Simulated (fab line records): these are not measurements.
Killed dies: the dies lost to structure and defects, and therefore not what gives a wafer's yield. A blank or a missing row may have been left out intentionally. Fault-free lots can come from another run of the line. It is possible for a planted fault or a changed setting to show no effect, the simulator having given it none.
The same fault as seen by 2 desks | flow gf180mcu | each desk has only its own numbers; what lay behind them comes last

== TOOL OWNER'S DESK, litho track-02 ==
The tool's own readings at GF_HV_LDD_COAT_41 (resist thk 1000 nm): means of the sampled wafers that have a number, for each lot that ran on this tool. Marked OUT: a lot whose mean sits more than 4 standard deviations from the usual mean, which makes it out of limits; the brackets give that distance.
Columns: A = spin speed rpm at GF_HV_LDD_COAT_41, usual 2999.9 rpm
lot  | first seen here | A
L488 | day 13 19:12    | 2998.1
L489 | day 13 23:56    | 2999.8
L490 | day 14 06:47    | 3002.3
L495 | day 16 07:15    | 3001.5
L498 | day 16 23:50    | 3290.2 (+99 or more) OUT
L500 | day 17 12:41    | 3292.1 (+99 or more) OUT
This desk's verdict: out of limits on L498, L500, starting with L498 at day 16 23:50 (spin speed rpm at GF_HV_LDD_COAT_41). L488, L489, L490, L495: within limits.

== AT THE METROLOGY DESK ==
Lot by lot, what the gauges showed, no matter which tool ran the lot: averages of those sampled wafers that carry a number. Marked OUT: a lot whose mean sits more than 4 standard deviations from the usual mean, which makes it out of limits; the brackets give that distance.
Columns: A = M2_OVL at GF_M2_OVL_MEAS_15, usual -3 nm
lot  | first seen here | A
L484 | day 19 09:38    | -1
L485 | day 20 00:14    | -3
L486 | day 20 16:11    | -4
L488 | day 21 07:26    | 4
L489 | day 21 13:48    | -3
L490 | day 21 22:11    | -2
L491 | day 22 09:44    | -2
L492 | day 22 17:46    | 1
L494 | day 23 16:29    | 1
L495 | day 24 01:08    | -8
L498 | day 24 17:36    | -1
L500 | day 25 04:21    | 0
L505 | day 26 20:38    | 1
Result from this desk: across the 13 lots, nothing is out of limits.

== TAKEN TOGETHER ==
At day 16 23:50, on L498, L500, the tool owner's desk was in a position to raise an alarm.
Metrology desk: nothing out of limits seen.
The metrology desk holds a record of L498, L500, inside its limits.
GF_HV_LDD_COAT_41 was run on litho track-02 by each of the lots named.

== WHAT WAS PUT IN BY THE SIMULATOR ==
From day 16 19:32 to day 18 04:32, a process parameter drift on litho track-02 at GF_HV_LDD_COAT_41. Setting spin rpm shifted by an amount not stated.
Struck lots among those shown: L498, L500.
Time in hours from fault onset to the first out-of-limits reading at each desk: the tool owner's desk, 4.
